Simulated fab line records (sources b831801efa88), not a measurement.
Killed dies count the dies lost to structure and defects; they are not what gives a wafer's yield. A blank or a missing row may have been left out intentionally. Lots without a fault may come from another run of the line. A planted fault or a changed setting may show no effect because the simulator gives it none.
8D (eight disciplines) problem report, filled in by code || flow sfq line || the parts of the form that need people (team, actions taken, sign-off) are left out

== 1. PROBLEM STATEMENT ==
Mean of chamber pressure mTorr at SFQ_TRILAYER_M5_BARC_OPEN_METAL_ETCH_161: 12.000 mTorr across 9 wafers in 3 lots; on wafers with no fault it is 10.000 mTorr (standard deviation 0.0076). That is +99 or more standard deviations from the usual mean.
The step: etches BARC in O2, target depth 125 nm, time 41.7 s.
Seen first at day 61 12:01 on rie metal-04, wafer L640.2. Wafers with a number at this step in the record: 45, from 15 lots. By rule, "out" or "out of limits" means more than 4 standard deviations away from the usual mean. The rest of the wafers with a number are treated as sound.

== 2. WHAT THIS IS AND IS NOT ==
{"question": "which readings at this step", "is": "chamber pressure mTorr", "is not": "drypump motor current A, oes product au"}
{"question": "which lots", "is": "L640, L642, L644", "is not": "L627, L630, L632, L633, L634, L635, L638, L643, L645, L646, L647, L648"}
{"question": "which wafers of those lots", "is": "all that have a number", "is not": "-"}
{"question": "read on which tools", "is": "rie metal-04", "is not": "rie metal-01, rie metal-03"}
{"question": "when", "is": "from day 61 12:01", "is not": "up to then (21 sound wafers); but 15 sound wafers of L643, L645, L646, L647, L648 came after"}

== 3. THE SUSPECTS, EACH WITH WHAT RULES IT OUT ==
Counting: a tool at any process step up to the reading remains a suspect when it ran all the lots that are out and ran no sound lot after the first of those.
- rie metal-04 at SFQ_TRILAYER_M5_BARC_OPEN_METAL_ETCH_161 (etches BARC in O2, target depth 125 nm, time 41.7 s): kept. It ran every lot that is out, first L640 (day 61 12:01), and no sound lot after that; its last sound lot up to then is L635 (day 60 23:03). Its own readings are out on those wafers: chamber pressure mTorr.
The count leaves rie metal-04 at SFQ_TRILAYER_M5_BARC_OPEN_METAL_ETCH_161.

== 4. THE CAUSE (what the simulator had put in) ==
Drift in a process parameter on rie metal-04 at SFQ_TRILAYER_M5_BARC_OPEN_METAL_ETCH_161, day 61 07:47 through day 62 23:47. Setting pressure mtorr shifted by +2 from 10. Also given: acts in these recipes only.
This tool alone remained once counting was done.

== 5. THE CHAIN OF EFFECTS, in route order ==
Each row: a reading whose mean over the struck wafers that have a number lies more than 3 standard deviations from the usual. Only readings for which the record gives a usual standard deviation are gone through. hours: the time from each lot's start at the first step in this table that gives one to its start at this step, as a median over the lots. sigmas: the change in usual standard deviations.
{"hours": 0, "step": "SFQ_TRILAYER_M5_BARC_OPEN_METAL_ETCH_161", "reading": "chamber pressure mTorr", "usual": "10.000 mTorr", "on struck wafers": 12.000, "change": "+2.000", "sigmas": "+99 or more"}
It contains these process steps:
- SFQ_TRILAYER_M5_BARC_OPEN_METAL_ETCH_161: etches BARC in O2, target depth 125 nm, time 41.7 s.

== 6. WHAT WOULD HAVE CAUGHT IT SOONER ==
First out-of-limits reading in this record: day 61 12:01, which is 4 hours after fault onset at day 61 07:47.
